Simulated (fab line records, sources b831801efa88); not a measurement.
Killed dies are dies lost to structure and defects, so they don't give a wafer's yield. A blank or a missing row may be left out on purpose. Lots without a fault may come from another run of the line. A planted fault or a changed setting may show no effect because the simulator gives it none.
fab line records | flow sky130
record lots=13 wafers=39 last_day=50
route steps=708 shown VIA3@585 CAP2M@617 METAL4@630 PAD_OPEN@708
lots that met no fault: from a run of the same line without faults
start_h: hours from the record's first day to the start of the lot's first wafer shown | wait_h: hours since the lot's step before | " the same as in the row above | L1.1+2: a row that stands for several wafers | - no value, or no start given | * or withheld: withheld | < > ~ a bound
route shown NAME@n: a module of which the file shows steps, and the number in the route of the first | usual: mean/standard deviation of fault-free wafers | same: alike in all rows | chamber/n: place in a boat | sites: the reading at each site | _std_site: their standard deviation | _edge_site: outer sites' mean less inner sites' | radius_mm: how far each site lies from the wafer's centre | mask NAME#n: copy n | behind: the tool/chamber that last shaped the wafer | hold: why the lot was held/for how many hours/how that ended | device: the transistor (n, p or np) that didn't switch | end of line: the same wafers' tests at the end of the route | a step without rows: its recipe alone | killed: dies lost to structure and defects at the first sort, not the wafer's yield | map: a wafer's dies, x killed, . not, _ none there
set.NAME: the setting as run; set.NAME@STEP: as run at that earlier step | model.NAME: the simulator's own value behind a step, which no gauge read
steps of the route over a sample of lots; a table a step, a row a wafer
services: from which hour (start_h, from the record's first day; less than 0 if before it) a tool's chamber was out of use, for how many hours, and why
## steps
# step SKY_VIA3_CD_MEAS_12
# recipe target_cd_nm=200
# usual cd_nm=200.1/1.6
# columns lot.wafer tool chamber start_h wait_h cd_nm
L682.1 cd_sem-02 - 950.22 - 200.9
L682.2 " - " " 202.0
L682.3 " - " " 201.7
L683.1 cd_sem-02 - 954.37 - 198.8
L683.3 " - " " 200.5
L683.4 " - " " 200.8
L686.1 cd_sem-02 - 975.70 - 198.2
L686.2 " - " " 197.8
L686.4 " - " " 197.5
L688.2 cd_sem-01 - 990.47 - 203.6
L688.4 " - " " 201.2
L688.6 " - " " 201.0
L692.1 cd_sem-02 - 1020.52 - 201.7
L692.3 " - " " 201.3
L692.5 " - " " 201.0
L693.2 cd_sem-01 - 1029.72 - 202.4
L693.3 " - " " 202.0
L693.4 " - " " 201.2
L695.1 cd_sem-01 - 1038.35 - 199.6
L695.4 " - " " 199.9
L695.6 " - " " 200.3
L698.1 cd_sem-02 - 1053.17 - 199.6
L698.2 " - " " 199.7
L698.6 " - " " 198.4
L699.1 cd_sem-01 - 1067.72 - 197.1
L699.3 " - " " 196.9
L699.6 " - " " 196.4
L700.4 cd_sem-01 - 1068.30 - 197.6
L700.5 " - " " 197.7
L700.6 " - " " 197.9
L701.1 cd_sem-02 - 1073.07 - 200.2
L701.3 " - " " 201.1
L701.4 " - " " 199.9
L703.1 cd_sem-02 - 1090.17 - 201.5
L703.3 " - " " 201.3
L703.6 " - " " 202.4
L702.4 cd_sem-02 - 1095.16 - 200.0
L702.5 " - " " 199.9
L702.6 " - " " 198.9
# step SKY_VIA3_THK_MEAS_23
# recipe thk_meas_gauge=xrf reads=W_of_VIA3_CVD_21
# usual VIA3_W_THK=397/7.4
# columns lot.wafer tool chamber start_h wait_h VIA3_W_THK[nm]
L682.1 film_metro-04 - 951.38 0.1 394
L682.2 " - " " 385
L682.3 " - " " 394
L683.1 film_metro-03 - 955.54 0.1 394
L683.3 " - " " 392
L683.4 " - " " 395
L686.1 film_metro-01 - 976.86 0.1 397
L686.2 " - " " 403
L686.4 " - " " 399
L688.2 film_metro-01 - 991.66 0.1 397
L688.4 " - " " 402
L688.6 " - " " 394
L692.1 film_metro-03 - 1021.68 0.1 403
L692.3 " - " " 405
L692.5 " - " " 405
L693.2 film_metro-01 - 1031.00 0.1 403
L693.3 " - " " 403
L693.4 " - " " 399
L695.1 film_metro-04 - 1039.51 0.1 400
L695.4 " - " " 390
L695.6 " - " " 399
L698.1 film_metro-04 - 1054.33 0.1 391
L698.2 " - " " 395
L698.6 " - " " 389
L699.1 film_metro-01 - 1068.88 0.1 410
L699.3 " - " " 403
L699.6 " - " " 409
L700.4 film_metro-03 - 1069.52 0.1 405
L700.5 " - " " 396
L700.6 " - " " 399
L701.1 film_metro-01 - 1074.23 0.1 411
L701.3 " - " " 411
L701.4 " - " " 411
L703.1 film_metro-01 - 1091.33 0.1 403
L703.3 " - " " 402
L703.6 " - " " 406
L702.4 film_metro-01 - 1096.33 0.1 408
L702.5 " - " " 408
L702.6 " - " " 404
# step SKY_CAP2M_STRIP_14
# recipe chemistry=O2/N2 power_w=1400 pressure_mtorr=1500 platen_temp_c=withheld o2_flow_sccm=3000 n2_flow_sccm=300 overash_fraction=0.5
# usual drypump_motor_current_A=5.9/0.59 o2_flow_sccm=3000/9.3 oes_product_au=0.710/0.0042 strip_time_to_endpoint_s=12.67/0.041
# columns lot.wafer tool chamber start_h wait_h drypump_motor_current_A o2_flow_sccm oes_product_au rf_hours_counter_h strip_time_to_endpoint_s
L682.1 plasma_asher-02 0 975.78 0.1 5.0 3004 0.706 115 12.65
L682.2 " 1 " " 6.1 2992 0.701 115 12.73
L682.3 " 1 " " 6.1 2999 0.704 - 12.71
L683.1 plasma_asher-02 0 980.19 0.1 4.9 2410 0.704 115 12.79
L683.3 " 0 " " 5.0 2405 0.702 - 12.79
L683.4 " 1 " " 6.1 2383 0.701 - 12.82
L686.1 plasma_asher-01 1 1001.17 0.1 5.8 2993 0.711 89 12.67
L686.2 " 0 " " 6.6 3009 0.704 89 12.67
L686.4 " 0 " " 6.6 2990 0.706 - 12.60
L688.2 plasma_asher-02 0 1015.92 0.1 4.9 2404 0.699 119 12.80
L688.4 " 0 " " 5.0 2401 0.706 - 12.85
L688.6 " 0 " " 5.0 2403 0.699 - 12.82
L692.1 plasma_asher-04 0 1044.99 0.1 6.6 2987 0.715 30 12.68
L692.3 " 1 " " 5.8 3012 0.708 - 12.66
L692.5 " 1 " " 5.8 3018 0.709 - 12.67
L693.2 plasma_asher-04 0 1051.85 0.1 6.6 2992 0.712 31 12.68
L693.3 " 1 " " 5.8 3006 0.708 - 12.61
L693.4 " 0 " " 6.6 2991 0.711 - 12.72
L695.1 plasma_asher-01 1 1064.50 0.1 5.8 3007 0.714 94 12.62
L695.4 " 0 " " 6.7 2992 0.704 - 12.67
L695.6 " 0 " " 6.7 2986 0.711 - 12.64
L698.1 plasma_asher-04 1 1077.32 0.1 5.8 3002 0.709 34 12.68
L698.2 " 0 " " 6.6 3015 0.712 34 12.65
L698.6 " 1 " " 5.8 2990 0.706 - 12.65
L699.1 plasma_asher-02 1 1091.04 0.1 6.0 3006 0.706 3 12.60
L699.3 " 0 " " 5.0 3005 0.709 - 12.60
L699.6 " 1 " " 6.1 3009 0.711 - 12.66
L700.4 plasma_asher-02 0 1092.30 0.1 5.0 2980 0.717 - 12.66
L700.5 " 0 " " 5.0 2995 0.706 - 12.68
L700.6 " 1 " " 6.1 2999 0.710 - 12.61
L701.1 plasma_asher-02 0 1096.17 0.1 5.0 2993 0.717 4 12.72
L701.3 " 0 " " 5.0 3017 0.715 - 12.68
L701.4 " 1 " " 6.1 3004 0.705 - 12.70
L703.1 plasma_asher-04 1 1112.49 0.1 5.8 2992 0.705 37 12.69
L703.3 " 0 " " 6.6 3005 0.709 - 12.72
L703.6 " 1 " " 5.8 2989 0.708 - 12.72
L702.4 plasma_asher-02 0 1117.37 0.1 5.0 3013 0.703 - 12.68
L702.5 " 0 " " 5.0 3020 0.707 - 12.73
L702.6 " 1 " " 6.0 3005 0.709 - 12.63
# step SKY_METAL4_OVL_MEAS_14
# usual METAL4_OVL=-3/6.3
# columns lot.wafer tool chamber start_h wait_h METAL4_OVL[nm]
L682.1 overlay-02 - 1000.34 0.1 -2
L682.2 " - " " -16
L682.3 " - " " -11
L683.1 overlay-02 - 1004.39 0.1 -4
L683.3 " - " " -3
L683.4 " - " " 1
L686.1 overlay-02 - 1024.79 0.1 -2
L686.2 " - " " 5
L686.4 " - " " 1
L688.2 overlay-01 - 1039.40 0.1 -3
L688.4 " - " " -3
L688.6 " - " " -3
L692.1 overlay-01 - 1068.05 0.1 2
L692.3 " - " " 3
L692.5 " - " " 4
L693.2 overlay-02 - 1075.08 0.1 1
L693.3 " - " " -5
L693.4 " - " " -4
L695.1 overlay-02 - 1086.25 0.1 12
L695.4 " - " " 7
L695.6 " - " " 3
L698.1 overlay-01 - 1099.22 0.1 -1
L698.2 " - " " -7
L698.6 " - " " -12
L699.1 overlay-02 - 1112.22 0.1 3
L699.3 " - " " 2
L699.6 " - " " 9
L700.4 overlay-02 - 1113.56 0.1 -7
L700.5 " - " " 0
L700.6 " - " " -9
L701.1 overlay-01 - 1117.05 0.1 -1
L701.3 " - " " 3
L701.4 " - " " 3
L703.1 overlay-02 - 1133.52 0.1 -8
L703.3 " - " " -8
L703.6 " - " " 1
L702.4 overlay-01 - 1137.36 0.1 -7
L702.5 " - " " -8
L702.6 " - " " -11
# step SKY_PAD_OPEN_PROBE_99
# usual defect_limited_yield=82.5/2 killed_at_M0_to_M3=44/7.4 killed_at_M4_up=3.0/1.8 killed_at_contacts=24/5.1 killed_at_front_end=15/4.3 killed_at_other=0.3/0.54 killed_dies=86/9.9 killed_open=47/7.1 killed_short=38/6.7 sort_bin_3_pad_short=0.8/0.39 sort_bin_5_function=10.4/1.5 sort_bin_6_memory=6.2/1.2 sort_n_pass=406/9.9 sort_yield_pct=82.5/2
# same gross_dies=492 killed_at_back_side=0 sort_bin_4_leakage[%]=0 sort_bin_8_speed[%]=0
# columns lot.wafer tool chamber start_h wait_h defect_limited_yield[%] killed_at_M0_to_M3 killed_at_M4_up killed_at_contacts killed_at_front_end killed_at_other killed_dies killed_open killed_short sort_bin_3_pad_short[%] sort_bin_5_function[%] sort_bin_6_memory[%] sort_n_pass sort_yield_pct[%]
L682.1 prober-01 - 1097.29 0.1 86.0 33 1 21 12 2 69 40 29 0 8.5 5.5 423 86.0
L682.2 prober-01 - 1097.34 0.1 88.2 28 2 20 7 1 58 41 17 0.6 7.9 3.3 434 88.2
L682.3 prober-01 - 1097.39 0.2 82.9 38 6 22 17 1 84 53 31 0.6 11.6 4.9 408 82.9
L688.2 prober-01 - 1132.20 0.1 82.1 42 1 34 11 0 88 49 39 0.2 11.0 6.7 404 82.1
L688.4 prober-01 - 1132.30 0.2 82.5 48 2 21 15 0 86 44 42 1.0 10.2 6.3 406 82.5
L688.6 prober-01 - 1132.40 0.2 83.5 37 1 29 14 0 81 42 39 0.8 8.7 6.9 411 83.5
L692.1 prober-02 - 1155.73 0.1 82.7 37 2 30 16 0 85 48 37 0.6 11.2 5.5 407 82.7
L692.3 prober-02 - 1155.83 0.2 80.9 42 5 35 12 0 94 60 34 0.2 12.6 6.3 398 80.9
L692.5 prober-02 - 1155.93 0.2 82.7 39 2 27 17 0 85 46 39 0.6 11.0 5.7 407 82.7
L695.1 prober-01 - 1168.39 0.1 84.3 34 4 25 14 0 77 52 25 0.4 8.9 6.3 415 84.3
L695.4 prober-01 - 1168.54 0.2 82.1 54 2 20 12 0 88 56 32 1.0 10.6 6.3 404 82.1
L695.6 prober-01 - 1168.64 0.2 80.7 55 5 25 10 0 95 49 46 0.8 12.2 6.3 397 80.7
L698.1 prober-02 - 1179.83 0.1 79.3 50 4 27 21 0 102 51 51 1.0 13.4 6.3 390 79.3
L698.2 prober-02 - 1179.88 0.1 80.7 45 5 33 12 0 95 59 36 0.8 10.2 8.3 397 80.7
L698.6 prober-02 - 1180.08 0.2 82.1 52 2 21 13 0 88 47 41 1.0 10.6 6.3 404 82.1
L700.4 prober-02 - 1192.87 0.2 82.7 39 1 29 16 0 85 47 38 1.0 9.8 6.5 407 82.7
L700.5 prober-02 - 1192.92 0.2 83.9 43 1 22 13 0 79 45 34 1.0 8.9 6.1 413 83.9
L700.6 prober-02 - 1192.97 0.2 81.3 43 2 27 19 1 92 50 42 1.0 10.0 7.7 400 81.3
L701.1 prober-01 - 1195.44 0.1 80.7 50 4 22 19 0 95 51 44 0.6 10.0 8.7 397 80.7
L701.3 prober-01 - 1195.54 0.2 86.2 40 3 13 12 0 68 39 29 0.8 7.1 5.9 424 86.2
L701.4 prober-01 - 1195.59 0.2 82.1 47 2 24 14 1 88 46 42 1.0 9.6 7.3 404 82.1
# killed by level:class
L682.1 VIA1:geometric_particle:open=7 VIA3:geometric_particle:open=7 CONTACT:geometric_particle:open=6 LI_CONTACT:geometric_particle:open=6 METAL1:geometric_particle:short=6 FIELD_ISO:geometric_particle:short=5 VIA2:geometric_particle:open=5 LI_CONTACT:geometric_particle:short=4
L682.2 CONTACT:geometric_particle:open=12 VIA1:geometric_particle:open=8 VIA2:geometric_particle:open=5 VIA3:geometric_particle:open=5 LI_CONTACT:geometric_particle:open=3 CONTACT:geometric_particle:short=3 METAL1:geometric_particle:open=2 METAL2:geometric_particle:short=2
L682.3 VIA1:geometric_particle:open=14 LI_CONTACT:geometric_particle:open=8 CONTACT:geometric_particle:open=7 VIA3:geometric_particle:open=6 METAL1:geometric_particle:short=4 SPACER:geometric_particle:open=4 VIA1:geometric_particle:short=4 METAL4:geometric_particle:short=4
L688.2 LI_CONTACT:geometric_particle:open=11 CONTACT:geometric_particle:open=11 CONTACT:geometric_particle:short=7 VIA2:geometric_particle:open=7 METAL2:geometric_particle:short=6 METAL1:geometric_particle:short=6 VIA1:geometric_particle:short=6 VIA1:geometric_particle:open=6
L688.4 VIA1:geometric_particle:open=15 METAL2:geometric_particle:short=9 LI_CONTACT:geometric_particle:open=7 POLY_GATE:geometric_particle:short=6 VIA1:geometric_particle:short=6 VIA3:geometric_particle:open=5 CONTACT:geometric_particle:open=5 FIELD_ISO:geometric_particle:open=4
L688.6 LI_CONTACT:geometric_particle:open=12 CONTACT:geometric_particle:open=6 METAL2:geometric_particle:short=6 VIA1:geometric_particle:open=5 FIELD_ISO:geometric_particle:short=4 METAL3:geometric_particle:short=4 LOCAL_INTERCONNECT:geometric_particle:short=4 CONTACT:geometric_particle:short=4
L692.1 CONTACT:geometric_particle:open=11 CONTACT:geometric_particle:short=8 VIA2:geometric_particle:open=8 LI_CONTACT:geometric_particle:open=7 POLY_GATE:geometric_particle:open=5 VIA1:geometric_particle:open=5 METAL2:geometric_particle:short=5 VIA3:geometric_particle:open=5
L692.3 CONTACT:geometric_particle:open=14 VIA2:geometric_particle:open=11 VIA1:geometric_particle:open=9 LI_CONTACT:geometric_particle:open=8 FIELD_ISO:geometric_particle:short=7 CONTACT:geometric_particle:short=7 VIA3:geometric_particle:open=5 LI_CONTACT:geometric_particle:short=4
L692.5 VIA1:geometric_particle:open=11 CONTACT:geometric_particle:open=8 LI_CONTACT:geometric_particle:open=7 CONTACT:geometric_particle:short=7 VIA2:geometric_particle:open=7 FIELD_ISO:geometric_particle:open=6 METAL3:geometric_particle:short=5 VIA2:geometric_particle:short=4
L695.1 LI_CONTACT:geometric_particle:open=10 VIA3:geometric_particle:open=9 VIA1:geometric_particle:open=7 CONTACT:geometric_particle:open=6 POLY_GATE:geometric_particle:open=4 CONTACT:geometric_particle:short=4 METAL2:geometric_particle:short=4 VIA2:geometric_particle:open=4
L695.4 VIA1:geometric_particle:open=14 VIA3:geometric_particle:open=10 VIA2:geometric_particle:open=9 LI_CONTACT:geometric_particle:open=7 CONTACT:geometric_particle:open=7 VIA1:geometric_particle:short=5 METAL2:geometric_particle:short=5 VIA3:geometric_particle:short=4
L695.6 VIA2:geometric_particle:open=11 CONTACT:geometric_particle:open=11 VIA1:geometric_particle:open=9 VIA2:geometric_particle:short=7 VIA3:geometric_particle:open=7 METAL1:geometric_particle:short=5 VIA3:geometric_particle:short=5 LI_CONTACT:geometric_particle:short=4
L698.1 VIA1:geometric_particle:open=13 CONTACT:geometric_particle:open=12 METAL2:geometric_particle:short=9 LI_CONTACT:geometric_particle:open=8 VIA1:geometric_particle:short=8 POLY_GATE:geometric_particle:short=6 METAL1:geometric_particle:short=6 FIELD_ISO:geometric_particle:open=5
L698.2 LI_CONTACT:geometric_particle:open=15 CONTACT:geometric_particle:open=12 VIA1:geometric_particle:open=8 VIA1:geometric_particle:short=7 VIA3:geometric_particle:open=7 VIA2:geometric_particle:open=7 VIA2:geometric_particle:short=5 POLY_GATE:geometric_particle:short=4
L698.6 VIA1:geometric_particle:open=10 VIA3:geometric_particle:open=9 FIELD_ISO:geometric_particle:open=6 LI_CONTACT:geometric_particle:open=6 METAL2:geometric_particle:short=6 METAL1:geometric_particle:short=6 CONTACT:geometric_particle:open=5 VIA2:geometric_particle:open=5
L700.4 CONTACT:geometric_particle:open=13 LI_CONTACT:geometric_particle:open=8 VIA1:geometric_particle:open=8 METAL1:geometric_particle:short=6 METAL3:geometric_particle:short=5 FIELD_ISO:geometric_particle:open=4 VIA3:geometric_particle:open=4 CONTACT:geometric_particle:short=4
L700.5 VIA1:geometric_particle:open=9 LI_CONTACT:geometric_particle:open=7 VIA2:geometric_particle:open=7 VIA3:geometric_particle:open=7 CONTACT:geometric_particle:open=6 FIELD_ISO:geometric_particle:short=4 LI_CONTACT:geometric_particle:short=4 METAL1:geometric_particle:short=4
L700.6 LI_CONTACT:geometric_particle:open=11 CONTACT:geometric_particle:open=10 VIA1:geometric_particle:open=8 VIA2:geometric_particle:short=7 METAL2:geometric_particle:short=7 VIA3:geometric_particle:open=7 FIELD_ISO:geometric_particle:short=6 CONTACT:geometric_particle:short=4
L701.1 VIA1:geometric_particle:open=16 VIA1:geometric_particle:short=9 LOCAL_INTERCONNECT:geometric_particle:short=6 FIELD_ISO:geometric_particle:open=5 FIELD_ISO:geometric_particle:short=5 VIA2:geometric_particle:open=5 LI_CONTACT:geometric_particle:open=5 VIA2:geometric_particle:short=5
L701.3 VIA1:geometric_particle:open=13 VIA2:geometric_particle:open=6 FIELD_ISO:geometric_particle:short=5 VIA3:geometric_particle:open=5 CONTACT:geometric_particle:open=4 VIA1:geometric_particle:short=4 VIA3:geometric_particle:short=4 SPACER:geometric_particle:open=3
L701.4 CONTACT:geometric_particle:open=10 VIA1:geometric_particle:open=8 VIA2:geometric_particle:open=8 LI_CONTACT:geometric_particle:open=7 VIA3:geometric_particle:short=7 VIA3:geometric_particle:open=6 SPACER:geometric_particle:short=5 CONTACT:geometric_particle:short=5
## services
# columns tool chamber start_h hours kind
plasma_asher-01 - 1015.86 9.2 repair
plasma_asher-01 - 1028.03 6.2 repair
plasma_asher-02 - 1055.25 9.0 pm
plasma_asher-02 0 1055.25 9.0 vent_cycle
plasma_asher-02 1 1055.25 9.0 vent_cycle
plasma_asher-02 0 1064.25 - clean
plasma_asher-02 1 1064.25 - clean
## key
first_sign step=SKY_CAP2M_STRIP_14 reading=o2_flow_sccm direction=down sigmas=65 usual=3000 struck=2401
effect step=SKY_CAP2M_STRIP_14 reading=strip_time_to_endpoint_s direction=up sigmas=3.5 usual=* struck=*
met_at SKY_CAP2M_STRIP_14
struck_lots L683,L688
not_acting_at SKY_VIA3_CD_MEAS_12,SKY_VIA3_THK_MEAS_23,SKY_METAL4_OVL_MEAS_14
onset_between 975.78 980.19
fault kind=process_parameter_drift tool=plasma_asher-02 chamber=- onset_h=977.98 steps=SKY_CAP2M_STRIP_14 channel=o2_flow_sccm offset=-600 shape=step end_h=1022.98 acts_in=these_recipes_only stated=3000
